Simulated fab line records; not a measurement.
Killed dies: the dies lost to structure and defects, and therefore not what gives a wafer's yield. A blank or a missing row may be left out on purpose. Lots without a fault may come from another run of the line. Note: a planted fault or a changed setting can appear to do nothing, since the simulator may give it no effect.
fab line records	flow sky130
record lots=5	wafers=23
route steps=708 shown LI_CONTACT@362 CONTACT@408 METAL1@438 VIA1@478 METAL2@487 VIA2@521 METAL3@535
start-h: start of the lot's first displayed wafer, in hours after the record's first day	wait-h: hours elapsed since this lot's preceding step	" repeats the value in the row above	L1.1+2: a row that stands for several wafers	- either no value or no given start	* or withheld: withheld	< > ~ a bound
route shown NAME@n: NAME is a module with steps in the file, n the number in the route of the first one	usual: the fault-free wafers' mean and standard deviation	same: alike in all rows	chamber/n: place in a boat	sites: per-site readings	_std_site: the standard deviation of these	_edge_site: mean of outer sites minus mean of inner sites	radius-mm: for every site, how far away it sits from the centre of the wafer	mask NAME#n: copy n	behind: tool/chamber where the wafer was last shaped	hold: why the lot went on hold/how many hours it stayed there/how the hold came to an end	device: names the non-switching transistor (n, p or np)	end of line: at the end of the route, the tests of the same wafers	for a step that has no rows: nothing shown but its recipe	killed: at the first sort, the dies lost to defects and structure; wafer yield is something else	map: shows each die of a wafer: x if killed, . if not, _ if none is there
set.NAME: the setting as run; set.NAME@STEP: as run at that earlier step	model.NAME: the simulator's own value behind a step, which no gauge read
one table per step and one row per wafer, for lots whose settings were changed on purpose
## steps
# step SKY_LI_CONTACT_HDPCVD_00
# recipe material=PSG	target-thk-nm=930	sigma-open-frac=0.3	time-s=155	temp-c=600	sih4-flow-sccm=60	pressure-mtorr=6
lot.wafer	tool	chamber	start-h	wait-h	set.time-s	model.PSG_of_LI_CONTACT_HDPCVD_00.thk-nm
L074.1	hdpcvd-02	2	648.30	0.0	155	923.8
L074.4	"	0	"	"	155	922.2
L074.6	"	1	"	"	155	944.1
L077.1	hdpcvd-01	1	675.30	0.0	155	915.4
L077.2	"	0	"	"	155	944.1
L077.3	"	2	"	"	155	927.9
L077.4	"	0	"	"	155	945.7
L077.5	"	2	"	"	155	937.4
L081.1	hdpcvd-02	1	715.88	0.0	176.4	1054
L081.2	"	0	"	"	155	929.2
L081.4	"	2	"	"	155	927.6
L081.5	"	1	"	"	176.4	1052
L081.6	"	0	"	"	176.4	1057
L082.1	hdpcvd-02	0	721.94	0.0	142.8	866
L082.2	"	2	"	"	142.8	867.8
L082.3	"	1	"	"	155	924.8
L082.4	"	2	"	"	142.8	859.8
L082.6	"	1	"	"	155	927.5
L084.1	hdpcvd-02	1	740.89	0.0	166.6	982.1
L084.3	"	0	"	"	155	931.3
L084.4	"	2	"	"	166.6	995.4
L084.5	"	1	"	"	155	914.9
L084.6	"	0	"	"	166.6	992.6
# step SKY_LI_CONTACT_THK_MEAS_01
# recipe reads=PSG_of_LI_CONTACT_HDPCVD_00
# usual LI_CONTACT_HDPCVD_THK=930/7.9
lot.wafer	tool	chamber	start-h	wait-h	set.time-s@LI_CONTACT_HDPCVD_00	LI_CONTACT_HDPCVD_THK[nm]
L074.1	film-metro-04	-	648.40	0.1	155	924
L074.4	"	-	"	"	155	921
L074.6	"	-	"	"	155	944
L077.1	film-metro-02	-	675.40	0.1	155	915
L077.2	"	-	"	"	155	944
L077.3	"	-	"	"	155	928
L077.4	"	-	"	"	155	946
L077.5	"	-	"	"	155	937
L081.1	film-metro-02	-	715.98	0.1	176.4	1054
L081.2	"	-	"	"	155	930
L081.4	"	-	"	"	155	927
L081.5	"	-	"	"	176.4	1052
L081.6	"	-	"	"	176.4	1057
L082.1	film-metro-01	-	722.04	0.1	142.8	866
L082.2	"	-	"	"	142.8	867
L082.3	"	-	"	"	155	925
L082.4	"	-	"	"	142.8	859
L082.6	"	-	"	"	155	928
L084.1	film-metro-02	-	740.99	0.1	166.6	982
L084.3	"	-	"	"	155	931
L084.4	"	-	"	"	166.6	996
L084.5	"	-	"	"	155	916
L084.6	"	-	"	"	166.6	993
# step SKY_LI_CONTACT_CMP_02
# recipe material=PSG	down-force-psi=4	platen-rpm=60	pad-velocity-m-s=0.94248
lot.wafer	tool	chamber	start-h	wait-h	set.leave-above-ref-nm	model.PSG_of_LI_CONTACT_HDPCVD_00.thk-nm
L074.4	cmp-02	3	648.46	0.0	597.2	598.5
L074.1	"	1	"	"	597.2	595.2
L074.6	"	0	"	"	597.2	598.3
L077.1	cmp-01	3	675.46	0.1	597.2	599.1
L077.4	"	0	"	"	580.4	581
L077.2	"	1	"	"	580.4	582.4
L077.3	"	2	"	"	580.4	580
L077.5	"	3	"	"	597.2	598
L081.1	cmp-02	0	716.09	0.1	611.3	611.6
L081.2	"	1	"	"	611.3	610.7
L081.4	"	2	"	"	597.2	596.7
L081.5	"	3	"	"	597.2	598.7
L081.6	"	0	"	"	597.2	598.5
L082.4	cmp-01	3	722.10	0.0	597.2	598.9
L082.2	"	0	"	"	635.5	636.9
L082.1	"	1	"	"	597.2	598.6
L082.3	"	2	"	"	635.5	634.9
L082.6	"	3	"	"	635.5	637.3
L084.3	cmp-01	2	741.10	0.1	597.2	597.1
L084.1	"	3	"	"	597.2	598.1
L084.4	"	0	"	"	597.2	597.5
L084.5	"	1	"	"	597.2	599.2
L084.6	"	2	"	"	597.2	596.8
# step SKY_LI_CONTACT_ETCH_14
# recipe chemistry=N2/H2	target=BARC	ion-energy-ev=200	source-w=500	bias-w=100	pressure-mtorr=30	n2-flow-sccm=100	h2-flow-sccm=200	stop-on=SiO2	time-s=45.9	target-depth-a=600
lot.wafer	tool	chamber	start-h	wait-h	set.source-w
L074.1+4+6	rie-diel-02	1,3,1	677.63	0.0	500
L077.1+2+5	rie-diel-01	1,0,0	703.62	0.0	517.6
L077.3+4	"	2,3	"	"	500
L081.1+2+4+5+6	rie-diel-03	2,1,3,3,2	743.92	0.0	500
L082.1+3+4	rie-diel-03	1,3,0	749.57	0.0	500
L082.2+6	"	2	"	"	464.6
L084.1+5	rie-diel-02	1,2	768.73	0.0	500
L084.3+4+6	"	3,0,1	"	"	530.4
# step SKY_LI_CONTACT_ETCH_15
# recipe target=PSG	chemistry=C4F8/O2/Ar	stop-on=Si	taper-deg=4.15	mask-material=KrF-thick	source-w=1500	bias-w=1200	pressure-mtorr=40	c4f8-flow-sccm=withheld	O2_flow_sccm=6	Ar_flow_sccm=300	time-s=withheld	target-depth-a=6000
lot.wafer	tool	chamber	start-h	wait-h	set.leave-above-ref-nm@LI_CONTACT_CMP_02	model.LI_CONTACT.feature-depth-nm
L074.1	rie-diel-02	1	677.67	0.0	597.2	595.2
L074.4	"	3	"	"	597.2	598.5
L074.6	"	1	"	"	597.2	598.3
L077.1	rie-diel-01	1	703.66	0.0	597.2	599.1
L077.2	"	0	"	"	580.4	582.4
L077.3	"	2	"	"	580.4	580
L077.4	"	3	"	"	580.4	581
L077.5	"	0	"	"	597.2	598
L081.1	rie-diel-03	2	743.96	0.0	611.3	611.6
L081.2	"	1	"	"	611.3	610.7
L081.4	"	3	"	"	597.2	596.7
L081.5	"	3	"	"	597.2	598.7
L081.6	"	2	"	"	597.2	598.5
L082.1	rie-diel-03	1	749.61	0.0	597.2	598.6
L082.2	"	2	"	"	635.5	636.9
L082.3	"	3	"	"	635.5	634.9
L082.4	"	0	"	"	597.2	598.9
L082.6	"	2	"	"	635.5	637.3
L084.1	rie-diel-02	1	768.77	0.0	597.2	598.1
L084.3	"	3	"	"	597.2	597.1
L084.4	"	0	"	"	597.2	597.5
L084.5	"	2	"	"	597.2	599.2
L084.6	"	1	"	"	597.2	596.8
# step SKY_LI_CONTACT_SPUTTER_20
# recipe material=TiN	target-thk-nm=20	chamber-pressure-pa=5	power-w=4000	time-s=80
lot.wafer	tool	chamber	start-h	wait-h	set.power-w	model.TiN_of_LI_CONTACT_SPUTTER_20.thk-nm
L074.1	pvd-sputter-03	-	678.13	0.0	4000	19.23
L074.4	"	-	"	"	4000	20.06
L074.6	"	-	"	"	4000	20.07
L077.1	pvd-sputter-02	-	704.17	0.0	4000	19.98
L077.2	"	-	"	"	4131	20.93
L077.3	"	-	"	"	4000	19.56
L077.4	"	-	"	"	4131	20.44
L077.5	"	-	"	"	4000	20.12
L081.1+4	pvd-sputter-04	-	744.41	0.0	4275	21.4
L081.2	"	-	"	"	4000	19.95
L081.5	"	-	"	"	4000	20.09
L081.6	"	-	"	"	4000	20.02
L082.1	pvd-sputter-03	-	750.07	0.0	4000	20.18
L082.2	"	-	"	"	4000	19.71
L082.3	"	-	"	"	4335	21.49
L082.4	"	-	"	"	4335	21.56
L082.6	"	-	"	"	4335	21.6
L084.1	pvd-sputter-04	-	769.23	0.0	4000	19.98
L084.3	"	-	"	"	3524	17.57
L084.4	"	-	"	"	4000	19.92
L084.5	"	-	"	"	3524	17.78
L084.6	"	-	"	"	3524	17.63
# step SKY_CONTACT_HDPCVD_02
# recipe material=SiO2	target-thk-nm=565	sigma-open-frac=0.3	time-s=94.2	temp-c=600	sih4-flow-sccm=60	pressure-mtorr=6
lot.wafer	tool	chamber	start-h	wait-h	set.time-s	set.source-w@LI_CONTACT_ETCH_14	model.SiO2_of_CONTACT_HDPCVD_02.thk-nm
L074.1	hdpcvd-01	1	707.48	0.1	94.2	500	576.9
L074.4	"	2	"	"	94.2	500	570.4
L074.6	"	0	"	"	94.2	500	570.9
L077.1	hdpcvd-02	1	733.82	0.1	94.2	517.6	570.6
L077.2	"	2	"	"	94.2	517.6	565.8
L077.3	"	0	"	"	94.2	500	575.3
L077.4	"	0	"	"	94.2	500	571.9
L077.5	"	2	"	"	94.2	517.6	562.3
L081.1+5+6	hdpcvd-01	0,0,2	773.37	0.1	94.2	500	-
L081.2	"	2	"	"	94.2	500	568.4
L081.4	"	1	"	"	94.2	500	581.7
L082.1	hdpcvd-02	1	778.88	0.1	94.2	500	574.5
L082.2	"	2	"	"	105.8	464.6	634.2
L082.3	"	0	"	"	94.2	500	-
L082.4	"	1	"	"	105.8	500	-
L082.6	"	2	"	"	105.8	464.6	635.1
L084.1	hdpcvd-01	1	798.06	0.1	94.2	500	-
L084.3	"	0	"	"	94.2	530.4	564.2
L084.4	"	1	"	"	102.3	530.4	-
L084.5	"	0	"	"	102.3	500	-
L084.6	"	2	"	"	94.2	530.4	564
# step SKY_CONTACT_THK_MEAS_03
# recipe reads=SiO2_of_CONTACT_HDPCVD_02
# usual CONTACT_HDPCVD_THK=570/6.2
lot.wafer	tool	chamber	start-h	wait-h	set.time-s@CONTACT_HDPCVD_02	CONTACT_HDPCVD_THK[nm]
L074.1	film-metro-02	-	707.55	0.0	94.2	577
L074.4	"	-	"	"	94.2	570
L074.6	"	-	"	"	94.2	570
L077.1	film-metro-02	-	733.89	0.0	94.2	570
L077.2	"	-	"	"	94.2	566
L077.3	"	-	"	"	94.2	575
L077.4	"	-	"	"	94.2	572
L077.5	"	-	"	"	94.2	562
L081.1	film-metro-02	-	773.44	0.0	94.2	570
L081.2	"	-	"	"	94.2	568
L081.4	"	-	"	"	94.2	581
L081.5	"	-	"	"	94.2	562
L081.6	"	-	"	"	94.2	568
L082.1	film-metro-03	-	778.95	0.0	94.2	574
L082.2	"	-	"	"	105.8	635
L082.3	"	-	"	"	94.2	568
L082.4	"	-	"	"	105.8	634
L082.6	"	-	"	"	105.8	635
L084.1	film-metro-02	-	798.13	0.0	94.2	574
L084.3	"	-	"	"	94.2	564
L084.4	"	-	"	"	102.3	621
L084.5	"	-	"	"	102.3	614
L084.6	"	-	"	"	94.2	564
# step SKY_CONTACT_CMP_04
# recipe material=SiO2	down-force-psi=4	platen-rpm=60	pad-velocity-m-s=0.94248
# usual time-to-endpoint-s=85/4.6
lot.wafer	tool	chamber	start-h	wait-h	set.time-s@CONTACT_HDPCVD_02	time-to-endpoint-s
L074.4	cmp-01	0	707.61	0.0	94.2	88
L074.1	"	2	"	"	94.2	84
L074.6	"	0	"	"	94.2	86
L077.4	cmp-01	0	733.95	0.0	94.2	85
L077.3	"	1	"	"	94.2	88
L077.2	"	2	"	"	94.2	75
L077.1	"	3	"	"	94.2	86
L077.5	"	1	"	"	94.2	84
L081.4	cmp-02	0	773.50	0.0	94.2	88
L081.1	"	2	"	"	94.2	82
L081.2	"	3	"	"	94.2	86
L081.6	"	0	"	"	94.2	82
L081.5	"	1	"	"	94.2	73
L082.1	cmp-01	2	779.01	0.1	94.2	86
L082.4	"	3	"	"	105.8	115
L082.2	"	0	"	"	105.8	110
L082.3	"	1	"	"	94.2	87
L082.6	"	3	"	"	105.8	114
L084.1	cmp-02	2	798.24	0.1	94.2	81
L084.4	"	3	"	"	102.3	108
L084.3	"	0	"	"	94.2	82
L084.5	"	1	"	"	102.3	94
L084.6	"	2	"	"	94.2	79
# step SKY_CONTACT_DEVELOP_13
# recipe develop-time-s=60	resist=KrF-thick	dev-temp-c=21
lot.wafer	tool	chamber	start-h	wait-h	set.dev-temp-c
L074.1+4+6	litho-track-04	0	-	-	21
L077.1+3+4	litho-track-02	0	-	-	18.79
L077.2+5	"	0	"	"	21
L081.1+2+4	litho-track-04	0	-	-	21
L081.5+6	"	0	"	"	18.2
L082.1+3+4	litho-track-03	0	-	-	17.44
L082.2+6	"	0	"	"	21
L084.1+5+6	litho-track-02	0	-	-	22.72
L084.3+4	"	0	"	"	21
# step SKY_CONTACT_ETCH_16
# recipe chemistry=N2/H2	target=BARC	ion-energy-ev=200	source-w=500	bias-w=100	pressure-mtorr=30	n2-flow-sccm=100	h2-flow-sccm=200	stop-on=SiO2	time-s=45.9	target-depth-a=600
# step SKY_CONTACT_ETCH_17
# recipe target=SiO2	chemistry=C4F8/O2/Ar	stop-on=Si3N4	mask-material=KrF-thick	source-w=1500	bias-w=1200	pressure-mtorr=40	c4f8-flow-sccm=withheld	O2_flow_sccm=6	Ar_flow_sccm=300	time-s=withheld	target-depth-a=3400
lot.wafer	tool	chamber	start-h	wait-h	set.dev-temp-c@CONTACT_DEVELOP_13	model.CONTACT.cd-nm
L074.1	rie-diel-01	3	735.37	0.0	21	171.1
L074.4	"	1	"	"	21	171.5
L074.6	"	0	"	"	21	169.7
L077.1	rie-diel-04	2	761.51	0.0	18.79	167.2
L077.2	"	0	"	"	21	168.7
L077.3	"	1	"	"	18.79	166.8
L077.4	"	3	"	"	18.79	168.7
L077.5	"	2	"	"	21	169.7
L081.1	rie-diel-02	3	801.07	0.0	21	170.8
L081.2	"	2	"	"	21	171.8
L081.4	"	1	"	"	21	171.7
L081.5	"	2	"	"	18.2	168.8
L081.6	"	3	"	"	18.2	169.9
L082.1	rie-diel-02	3	806.33	0.0	17.44	167.1
L082.2	"	2	"	"	21	170.9
L082.3	"	0	"	"	17.44	166.3
L082.4	"	1	"	"	17.44	165.4
L082.6	"	2	"	"	21	169.9
L084.1	rie-diel-02	2	824.71	0.0	22.72	176.1
L084.3	"	3	"	"	21	173.2
L084.4	"	1	"	"	21	172
L084.5	"	0	"	"	22.72	174.5
L084.6	"	3	"	"	22.72	174.8
# step SKY_METAL1_SPUTTER_04
# recipe material=TiN	target-thk-nm=70	power-w=6500	time-s=58.3	chamber-pressure-pa=0.4
lot.wafer	tool	chamber	start-h	wait-h	set.time-s	model.TiN_of_METAL1_SPUTTER_04.thk-nm
L074.1	pvd-sputter-04	-	736.80	0.0	58.3	69.1
L074.4	"	-	"	"	58.3	67.9
L074.6	"	-	"	"	58.3	68.7
L077.1	pvd-sputter-01	-	762.93	0.0	58.3	69.13
L077.2	"	-	"	"	58.3	67.69
L077.3	"	-	"	"	58.3	69.58
L077.4	"	-	"	"	58.3	70.08
L077.5	"	-	"	"	58.3	67.98
L081.1	pvd-sputter-02	-	802.54	0.0	66.04	78.4
L081.2	"	-	"	"	58.3	68.9
L081.4	"	-	"	"	58.3	70.26
L081.5	"	-	"	"	66.04	79.08
L081.6	"	-	"	"	66.04	78.99
L082.1	pvd-sputter-01	-	807.77	0.0	58.3	69.68
L082.2	"	-	"	"	58.3	70.12
L082.3	"	-	"	"	64.69	76.4
L082.4	"	-	"	"	64.69	77.4
L082.6	"	-	"	"	58.3	70.59
L084.1	pvd-sputter-04	-	826.49	0.0	63.96	76.12
L084.3	"	-	"	"	58.3	69.17
L084.4	"	-	"	"	63.96	76.03
L084.5	"	-	"	"	63.96	75.9
L084.6	"	-	"	"	58.3	69.32
# step SKY_METAL1_METAL_ETCH_19
# recipe target-depth-a=3600	stop-on=SiO2	over-etch-frac=0.3	time-s=78	chemistry=Cl2/BCl3	resist-sidewall-deg=88	pressure-mtorr=10	icp-w=900	bias-w=48.5	Cl2_flow_sccm=60	bcl3-flow-sccm=30
lot.wafer	tool	chamber	start-h	wait-h	set.bias-w	model.KrF-thick_of_METAL1_COAT_10.thk-nm
L074.1	rie-metal-03	0	763.66	0.1	48.5	153.7
L074.4	"	0	"	"	48.5	152
L074.6	"	0	"	"	48.5	150.8
L077.1	rie-metal-02	1	790.37	0.1	48.5	158.2
L077.2	"	1	"	"	48.5	160.2
L077.3	"	1	"	"	48.5	157.8
L077.4	"	1	"	"	48.5	159.7
L077.5	"	1	"	"	48.5	162.7
L081.1+5	rie-metal-02	1,0	829.49	0.0	52.82	-
L081.2	"	0	"	"	52.82	147.8
L081.4	"	0	"	"	48.5	155.9
L081.6	"	1	"	"	48.5	-
L082.1	rie-metal-03	0	833.89	0.0	48.5	150.5
L082.2	"	1	"	"	48.5	156.8
L082.3+4	"	0,1	"	"	53.9	-
L082.6	"	0	"	"	53.9	137.7
L084.1	rie-metal-04	1	852.36	0.0	48.5	-
L084.3	"	0	"	"	48.5	157.9
L084.4+5	"	1	"	"	43.75	-
L084.6	"	0	"	"	43.75	168
# step SKY_VIA1_SPUTTER_20
# recipe material=TiN	target-thk-nm=20	chamber-pressure-pa=5	power-w=4000	time-s=80
lot.wafer	tool	chamber	start-h	wait-h	set.chamber-pressure-pa	model.TiN_of_VIA1_SPUTTER_20.thk-nm
L074.1	pvd-sputter-03	-	792.71	0.0	5	20.12
L074.4	"	-	"	"	5	20.04
L074.6	"	-	"	"	5	20.17
L077.1	pvd-sputter-03	-	820.20	0.0	4.547	22.06
L077.2	"	-	"	"	4.547	22.28
L077.3	"	-	"	"	4.547	22.18
L077.4	"	-	"	"	4.547	22.46
L077.5	"	-	"	"	4.547	22.35
L081.1	pvd-sputter-02	-	857.04	0.0	4.576	21.69
L081.2	"	-	"	"	4.576	21.95
L081.4	"	-	"	"	4.576	22.21
L081.5	"	-	"	"	4.576	22.05
L081.6	"	-	"	"	4.576	22.22
L082.1	pvd-sputter-03	-	862.52	0.0	5.686	18.15
L082.2	"	-	"	"	5.686	17.77
L082.3	"	-	"	"	5.686	18.11
L082.4	"	-	"	"	5.686	18.22
L082.6	"	-	"	"	5.686	18.37
L084.1	pvd-sputter-03	-	880.54	0.0	4.645	21.76
L084.3	"	-	"	"	4.645	22.27
L084.4	"	-	"	"	4.645	21.86
L084.5	"	-	"	"	4.645	22.1
L084.6	"	-	"	"	4.645	21.93
# step SKY_METAL2_SPUTTER_04
# recipe material=TiN	target-thk-nm=70	power-w=6500	time-s=58.3	chamber-pressure-pa=0.4
lot.wafer	tool	chamber	start-h	wait-h	set.power-w	model.TiN_of_METAL2_SPUTTER_04.thk-nm
L074.1	pvd-sputter-02	-	793.44	0.0	6500	71.89
L074.4	"	-	"	"	6500	71.2
L074.6	"	-	"	"	6500	70.72
L077.1	pvd-sputter-01	-	820.92	0.0	6113	65.94
L077.2	"	-	"	"	6500	70.75
L077.3	"	-	"	"	6113	66.07
L077.4	"	-	"	"	6500	68.9
L077.5	"	-	"	"	6113	66.12
L081.1	pvd-sputter-01	-	857.77	0.0	6500	69.22
L081.2	"	-	"	"	6500	70.54
L081.4	"	-	"	"	6500	71.08
L081.5	"	-	"	"	6500	70.41
L081.6	"	-	"	"	6500	69.75
L082.1	pvd-sputter-01	-	863.24	0.0	6500	69.38
L082.2	"	-	"	"	6726	72.72
L082.3	"	-	"	"	6726	73.49
L082.4	"	-	"	"	6500	69.53
L082.6	"	-	"	"	6726	72
L084.1	pvd-sputter-01	-	881.26	0.0	6716	72.07
L084.3	"	-	"	"	6500	70.39
L084.4	"	-	"	"	6500	71.48
L084.5	"	-	"	"	6716	72.79
L084.6	"	-	"	"	6500	70.6
# step SKY_VIA2_ETCH_14
# recipe chemistry=N2/H2	target=BARC	ion-energy-ev=200	source-w=500	bias-w=100	pressure-mtorr=30	n2-flow-sccm=100	h2-flow-sccm=200	stop-on=SiO2	time-s=45.9	target-depth-a=600
lot.wafer	tool	chamber	start-h	wait-h	set.source-w	model.KrF-thick_of_VIA2_COAT_07.thk-nm
L074.1	rie-diel-01	2	847.28	0.0	500	387.8
L074.4	"	1	"	"	500	388
L074.6	"	0	"	"	500	390.3
L077.1	rie-diel-01	0	875.02	0.0	500	391.1
L077.2	"	2	"	"	500	390.9
L077.3	"	3	"	"	500	391.2
L077.4	"	1	"	"	458.8	393.8
L077.5	"	2	"	"	458.8	394.8
L081.1	rie-diel-04	0	910.22	0.0	558.2	386.3
L081.2	"	3	"	"	500	391.2
L081.4	"	2	"	"	500	391.5
L081.5+6	"	2,3	"	"	558.2	387.1
L082.1	rie-diel-03	1	916.18	0.0	520.2	388.4
L082.2	"	0	"	"	500	390
L082.3	"	3	"	"	520.2	387.9
L082.4	"	2	"	"	520.2	387.4
L082.6	"	1	"	"	500	389
L084.1	rie-diel-01	3	933.03	0.0	500	390.3
L084.3	"	2	"	"	500	391.5
L084.4	"	1	"	"	458	395.2
L084.5	"	0	"	"	500	391.8
L084.6	"	1	"	"	458	396.2
# step SKY_VIA2_SPUTTER_20
# recipe material=TiN	target-thk-nm=20	chamber-pressure-pa=5	power-w=4000	time-s=80
lot.wafer	tool	chamber	start-h	wait-h	set.time-s	model.TiN_of_VIA2_SPUTTER_20.thk-nm
L074.1	pvd-sputter-04	-	847.99	0.0	80	20.17
L074.4	"	-	"	"	80	20.1
L074.6	"	-	"	"	80	19.95
L077.1	pvd-sputter-01	-	875.80	0.0	76.1	19.5
L077.2	"	-	"	"	76.1	19.3
L077.3	"	-	"	"	80	20.03
L077.4	"	-	"	"	80	20.4
L077.5	"	-	"	"	80	20.13
L081.1	pvd-sputter-01	-	910.92	0.0	80	19.61
L081.2	"	-	"	"	70.51	17.49
L081.4	"	-	"	"	70.51	17.32
L081.5	"	-	"	"	80	19.96
L081.6	"	-	"	"	70.51	17.2
L082.1	pvd-sputter-03	-	916.88	0.0	75.74	18.54
L082.2	"	-	"	"	80	19.49
L082.3	"	-	"	"	75.74	18.83
L082.4	"	-	"	"	80	19.74
L082.6	"	-	"	"	75.74	18.66
L084.1	pvd-sputter-04	-	933.74	0.0	80	20.24
L084.3	"	-	"	"	80	20.09
L084.4	"	-	"	"	80	20.86
L084.5	"	-	"	"	80	20.44
L084.6	"	-	"	"	80	20.41
# step SKY_METAL3_SPUTTER_03
# recipe material=Ti	target-thk-nm=5	power-w=3000	time-s=3.3	chamber-pressure-pa=0.4
lot.wafer	tool	chamber	start-h	wait-h	set.time-s	model.Ti_of_METAL3_SPUTTER_03.thk-nm
L074.1	pvd-sputter-02	-	848.75	0.0	3.3	5.166
L074.4	"	-	"	"	3.3	5.367
L074.6	"	-	"	"	3.3	5.437
L077.1	pvd-sputter-04	-	876.56	0.0	3.3	5.077
L077.2	"	-	"	"	3.3	4.918
L077.3	"	-	"	"	3.3	5.108
L077.4	"	-	"	"	3.3	4.999
L077.5	"	-	"	"	3.3	5.03
L081.1	pvd-sputter-04	-	911.68	0.0	3.3	5.03
L081.2	"	-	"	"	3.3	4.915
L081.4	"	-	"	"	3.3	4.894
L081.5	"	-	"	"	3.496	5.301
L081.6	"	-	"	"	3.496	5.245
L082.1	pvd-sputter-02	-	918.32	0.0	3.642	5.53
L082.2	"	-	"	"	3.642	5.66
L082.3	"	-	"	"	3.642	5.735
L082.4	"	-	"	"	3.3	5.186
L082.6	"	-	"	"	3.3	5.187
L084.1	pvd-sputter-02	-	934.49	0.0	3.459	5.589
L084.3	"	-	"	"	3.459	5.376
L084.4	"	-	"	"	3.3	5.299
L084.5	"	-	"	"	3.3	5.179
L084.6	"	-	"	"	3.459	5.444
## key
split step=SKY_LI_CONTACT_HDPCVD_00	setting=time-s	stated=155	by=wafer
response step=SKY_LI_CONTACT_HDPCVD_00	reading=model.PSG_of_LI_CONTACT_HDPCVD_00.thk-nm	change=+8.83	per=1%	r=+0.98
response step=SKY_LI_CONTACT_THK_MEAS_01	reading=LI_CONTACT_HDPCVD_THK	change=+8.81	per=1%	r=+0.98
split step=SKY_LI_CONTACT_CMP_02	setting=leave-above-ref-nm	stated=597.2	by=wafer
response step=SKY_LI_CONTACT_CMP_02	reading=model.PSG_of_LI_CONTACT_HDPCVD_00.thk-nm	change=+5.89	per=1%	r=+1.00
response step=SKY_LI_CONTACT_ETCH_15	reading=model.LI_CONTACT.feature-depth-nm	change=+5.89	per=1%	r=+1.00
split step=SKY_LI_CONTACT_ETCH_14	setting=source-w	stated=500	by=wafer
response step=SKY_CONTACT_HDPCVD_02	reading=model.SiO2_of_CONTACT_HDPCVD_02.thk-nm	change=-6.52	per=1%	r=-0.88
split step=SKY_LI_CONTACT_SPUTTER_20	setting=power-w	stated=4000	by=wafer
response step=SKY_LI_CONTACT_SPUTTER_20	reading=model.TiN_of_LI_CONTACT_SPUTTER_20.thk-nm	change=+0.196	per=1%	r=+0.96
split step=SKY_CONTACT_HDPCVD_02	setting=time-s	stated=94.2	by=wafer
response step=SKY_CONTACT_THK_MEAS_03	reading=CONTACT_HDPCVD_THK	change=+5.37	per=1%	r=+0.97
response step=SKY_CONTACT_CMP_04	reading=time-to-endpoint-s	change=*	per=1%	r=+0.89
split step=SKY_CONTACT_DEVELOP_13	setting=dev-temp-c	stated=21	by=wafer
response step=SKY_CONTACT_ETCH_17	reading=model.CONTACT.cd-nm	change=+0.212	per=1%	r=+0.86
split step=SKY_METAL1_SPUTTER_04	setting=time-s	stated=58.3	by=wafer
response step=SKY_METAL1_SPUTTER_04	reading=model.TiN_of_METAL1_SPUTTER_04.thk-nm	change=+0.672	per=1%	r=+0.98
split step=SKY_METAL1_METAL_ETCH_19	setting=bias-w	stated=48.5	by=wafer
response step=SKY_METAL1_METAL_ETCH_19	reading=model.KrF-thick_of_METAL1_COAT_10.thk-nm	change=-1.2	per=1%	r=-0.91
split step=SKY_VIA1_SPUTTER_20	setting=chamber-pressure-pa	stated=5	by=lot
response step=SKY_VIA1_SPUTTER_20	reading=model.TiN_of_VIA1_SPUTTER_20.thk-nm	change=-0.182	per=1%	r=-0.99
split step=SKY_METAL2_SPUTTER_04	setting=power-w	stated=6500	by=wafer
response step=SKY_METAL2_SPUTTER_04	reading=model.TiN_of_METAL2_SPUTTER_04.thk-nm	change=+0.67	per=1%	r=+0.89
split step=SKY_VIA2_ETCH_14	setting=source-w	stated=500	by=wafer
response step=SKY_VIA2_ETCH_14	reading=model.KrF-thick_of_VIA2_COAT_07.thk-nm	change=-0.427	per=1%	r=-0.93
split step=SKY_VIA2_SPUTTER_20	setting=time-s	stated=80	by=wafer
response step=SKY_VIA2_SPUTTER_20	reading=model.TiN_of_VIA2_SPUTTER_20.thk-nm	change=+0.196	per=1%	r=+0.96
split step=SKY_METAL3_SPUTTER_03	setting=time-s	stated=3.3	by=wafer
response step=SKY_METAL3_SPUTTER_03	reading=model.Ti_of_METAL3_SPUTTER_03.thk-nm	change=+0.0468	per=1%	r=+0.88
